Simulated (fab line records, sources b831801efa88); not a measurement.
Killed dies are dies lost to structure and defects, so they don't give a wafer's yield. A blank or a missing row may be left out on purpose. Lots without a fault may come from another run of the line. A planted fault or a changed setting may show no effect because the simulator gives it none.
Which tool did it? | flow sky130 | 14 lots, 42 wafers sampled, at 1 step of a route of 708

WHAT THE GAUGES READ, wafer by wafer
SKY_FIELD_ISO_THK_MEAS_04. Usual: FIELD_ISO_CVD_03_THK 160.4 nm, standard deviation 1.4.
lot  | measured    | on            | FIELD_ISO_CVD_03_THK (nm) | flag
L817 | day 1 17:01 | film_metro-04 | 161.2 160.9 159.7         |
L818 | day 1 20:09 | film_metro-02 | 159.8 159.8 160.3         |
L819 | day 2 00:40 | film_metro-04 | 157.5 157.2 156.3         |
L820 | day 2 07:16 | film_metro-04 | 159.3 158.9 159.1         |
L822 | day 2 16:08 | film_metro-03 | 162.7 160.3 161.1         |
L823 | day 2 20:44 | film_metro-03 | 160.1 159.7 159.6         |
L824 | day 3 03:11 | film_metro-02 | 160.0 160.6 160.6         |
L825 | day 3 06:26 | film_metro-03 | 161.5 159.6 161.2         |
L826 | day 3 11:47 | film_metro-03 | 160.0 159.7 159.6         |
L832 | day 4 18:35 | film_metro-04 | 161.0 161.7 160.6         |
L834 | day 5 03:19 | film_metro-04 | 160.4 159.5 160.2         |
L836 | day 5 13:21 | film_metro-04 | 158.3 159.3 158.8         |
L839 | day 6 04:17 | film_metro-04 | 161.0 160.9 162.2         |
L840 | day 6 08:29 | film_metro-04 | 164.2 163.0 164.3         |

WHICH TOOL RAN EACH LOT (tool, then ch and the chambers of the sampled wafers, then the start)
The record holds no process step before these readings.

WHAT THE TOOLS THEMSELVES READ (means of the sampled wafers that have a number; where no wafer has one, the mark that the record gives instead)
The record holds no such reading with a usual standard deviation.

THE ANSWER, worked out from the rows above alone
Rule: a lot is off if the mean of its wafers that have a number lies more than 3 standard deviations from the usual mean. A lot without any number at a reading at which 4 lots or more have one is off too. The other lots that the step has rows for count as sound. The gauges are gone through in route order, then the tools' own readings, and for those a lot's mean is taken as printed above. The first step at which some lot is off is used, and at that step the reading that is off furthest; a lot without a number counts as furthest.
No lot is off at any reading shown: from this, nothing can be told.

WHAT THE SIMULATOR HAD PUT IN
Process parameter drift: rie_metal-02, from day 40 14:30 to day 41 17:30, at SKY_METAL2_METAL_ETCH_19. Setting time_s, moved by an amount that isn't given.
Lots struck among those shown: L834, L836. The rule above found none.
